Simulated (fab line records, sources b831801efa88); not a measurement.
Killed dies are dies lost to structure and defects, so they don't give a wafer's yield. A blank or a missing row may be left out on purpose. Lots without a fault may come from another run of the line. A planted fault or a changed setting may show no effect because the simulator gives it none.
Which tool did it? | flow sky130 | 12 lots, 36 wafers sampled, at 4 steps of a route of 708

WHAT THE GAUGES READ, wafer by wafer
SKY_VIA2_THK_MEAS_01. Usual: VIA2_HDPCVD_THK 1175 nm, standard deviation 11.
lot  | measured     | on            | VIA2_HDPCVD_THK (nm) | flag
L928 | day 35 01:54 | film_metro-01 | 1145 1148 1147       |
L929 | day 35 04:04 | film_metro-04 | 1173 1178 1174       |
L930 | day 35 23:32 | film_metro-04 | 1172 1174 1183       |
L932 | day 36 23:18 | film_metro-02 | 1183 1192 1183       |
L934 | day 37 05:58 | film_metro-02 | 1174 1171 1179       |
L935 | day 37 11:13 | film_metro-01 | 1180 1189 1182       |
L936 | day 37 23:19 | film_metro-01 | 767 1190 1182        | OFF
L937 | day 38 12:31 | film_metro-04 | 1177 1175 1187       |
L938 | day 38 19:45 | film_metro-01 | 1190 786 1167        | OFF
L948 | day 41 02:53 | film_metro-04 | 1178 1189 1178       |
L949 | day 41 06:52 | film_metro-01 | 1177 1179 1190       |
L950 | day 41 19:53 | film_metro-02 | 1157 1179 1187       |

WHICH TOOL RAN EACH LOT (tool, then ch and the chambers of the sampled wafers, then the start)
lot  | SKY_VIA1_ETCH_15                   | SKY_METAL2_STRIP_20                  | SKY_VIA2_HDPCVD_00
L928 | rie_diel-03 ch 0,1,2, day 33 20:47 | plasma_asher-04 ch 0,1, day 35 01:08 | hdpcvd-01 ch 0,2, day 35 01:47
L929 | rie_diel-02 ch 0,3, day 33 22:22   | plasma_asher-03 ch 0,1, day 35 03:19 | hdpcvd-01 ch 0,1,2, day 35 03:59
L930 | rie_diel-01 ch 2,3, day 34 19:17   | plasma_asher-03 ch 0,1, day 35 22:47 | hdpcvd-01 ch 0,1, day 35 23:23
L932 | rie_diel-03 ch 0,2,3, day 35 18:50 | plasma_asher-04 ch 0,1, day 36 22:34 | hdpcvd-01 ch 1,2, day 36 23:10
L934 | rie_diel-03 ch 1,2,3, day 36 00:47 | plasma_asher-04 ch 0,1, day 37 05:14 | hdpcvd-02 ch 1,2, day 37 05:50
L935 | rie_diel-01 ch 0,2,3, day 36 06:11 | plasma_asher-03 ch 0,1, day 37 10:30 | hdpcvd-01 ch 0,2, day 37 11:06
L936 | rie_diel-03 ch 0,2,3, day 36 19:11 | plasma_asher-01 ch 0,1, day 37 22:37 | hdpcvd-01 ch 0,1,2, day 37 23:10
L937 | rie_diel-01 ch 0,1,3, day 37 08:02 | plasma_asher-04 ch 0,1, day 38 11:44 | hdpcvd-02 ch 1,2, day 38 12:23
L938 | rie_diel-01 ch 2,3, day 37 16:00   | plasma_asher-04 ch 1, day 38 19:01   | hdpcvd-01 ch 0,1,2, day 38 19:37
L948 | rie_diel-03 ch 1,2,3, day 39 23:29 | plasma_asher-04 ch 0,1, day 41 02:08 | hdpcvd-01 ch 0,1, day 41 02:46
L949 | rie_diel-03 ch 0,1,2, day 40 04:39 | plasma_asher-03 ch 0,1, day 41 06:08 | hdpcvd-01 ch 0,1,2, day 41 06:44
L950 | rie_diel-01 ch 1,2, day 40 17:15   | plasma_asher-03 ch 0,1, day 41 19:10 | hdpcvd-02 ch 1,2, day 41 19:45
- SKY_VIA1_ETCH_15: etches SiO2 in C4F8/O2/Ar, stops on TiN, target depth 351 nm, time 54 s.
- SKY_METAL2_STRIP_20: strips in O2/N2.
- SKY_VIA2_HDPCVD_00: deposits SiO2, target thk 1180 nm, time 196.7 s.

WHAT THE TOOLS THEMSELVES READ (means of the sampled wafers that have a number; where no wafer has one, the mark that the record gives instead)
SKY_VIA1_ETCH_15. Usual: oes_product_au 0.983 a.u., standard deviation 0.0059.
lot  | tool        | oes_product_au (a.u.) | flag
L928 | rie_diel-03 | 0.983                 |
L929 | rie_diel-02 | 0.979                 |
L930 | rie_diel-01 | 0.987                 |
L932 | rie_diel-03 | 0.976                 |
L934 | rie_diel-03 | 0.983                 |
L935 | rie_diel-01 | 0.981                 |
L936 | rie_diel-03 | 0.981                 |
L937 | rie_diel-01 | 0.988                 |
L938 | rie_diel-01 | 0.981                 |
L948 | rie_diel-03 | 0.981                 |
L949 | rie_diel-03 | 0.981                 |
L950 | rie_diel-01 | 0.981                 |

SKY_METAL2_STRIP_20. Usual: drypump_motor_current_A 5.8 A, standard deviation 0.59; oes_product_au 0.347 a.u., standard deviation 0.0043; strip_time_to_endpoint_s 2.81 s, standard deviation 0.036.
lot  | tool            | drypump_motor_current_A (A) | oes_product_au (a.u.) | strip_time_to_endpoint_s (s) | flag
L928 | plasma_asher-04 | 6.4                         | 0.350                 | 2.85                         |
L929 | plasma_asher-03 | 5.7                         | 0.355                 | 2.84                         |
L930 | plasma_asher-03 | 5.6                         | 0.349                 | 2.83                         |
L932 | plasma_asher-04 | 6.4                         | 0.345                 | 2.77                         |
L934 | plasma_asher-04 | 6.4                         | 0.347                 | 2.83                         |
L935 | plasma_asher-03 | 5.5                         | 0.348                 | 2.80                         |
L936 | plasma_asher-01 | 5.3                         | 0.350                 | 2.84                         |
L937 | plasma_asher-04 | 6.4                         | 0.347                 | 2.81                         |
L938 | plasma_asher-04 | 6.2                         | 0.345                 | 2.80                         |
L948 | plasma_asher-04 | 6.3                         | 0.347                 | 2.80                         |
L949 | plasma_asher-03 | 5.5                         | 0.347                 | 2.79                         |
L950 | plasma_asher-03 | 5.6                         | 0.346                 | 2.79                         |

THE ANSWER, worked out from the rows above alone
Rule: a lot is off if the mean of its wafers that have a number lies more than 3 standard deviations from the usual mean. A lot without any number at a reading at which 4 lots or more have one is off too. The other lots that the step has rows for count as sound. The gauges are gone through in route order, then the tools' own readings, and for those a lot's mean is taken as printed above. The first step at which some lot is off is used, and at that step the reading that is off furthest; a lot without a number counts as furthest.
Off: L936, L938, at SKY_VIA2_THK_MEAS_01 (VIA2_HDPCVD_THK).
A tool fits if, at a process step before that reading, it ran every lot that is off, and no sound lot after the first of them. The gauges at SKY_VIA2_THK_MEAS_01 are tried like those tools. None of those tried fits.

WHAT THE SIMULATOR HAD PUT IN
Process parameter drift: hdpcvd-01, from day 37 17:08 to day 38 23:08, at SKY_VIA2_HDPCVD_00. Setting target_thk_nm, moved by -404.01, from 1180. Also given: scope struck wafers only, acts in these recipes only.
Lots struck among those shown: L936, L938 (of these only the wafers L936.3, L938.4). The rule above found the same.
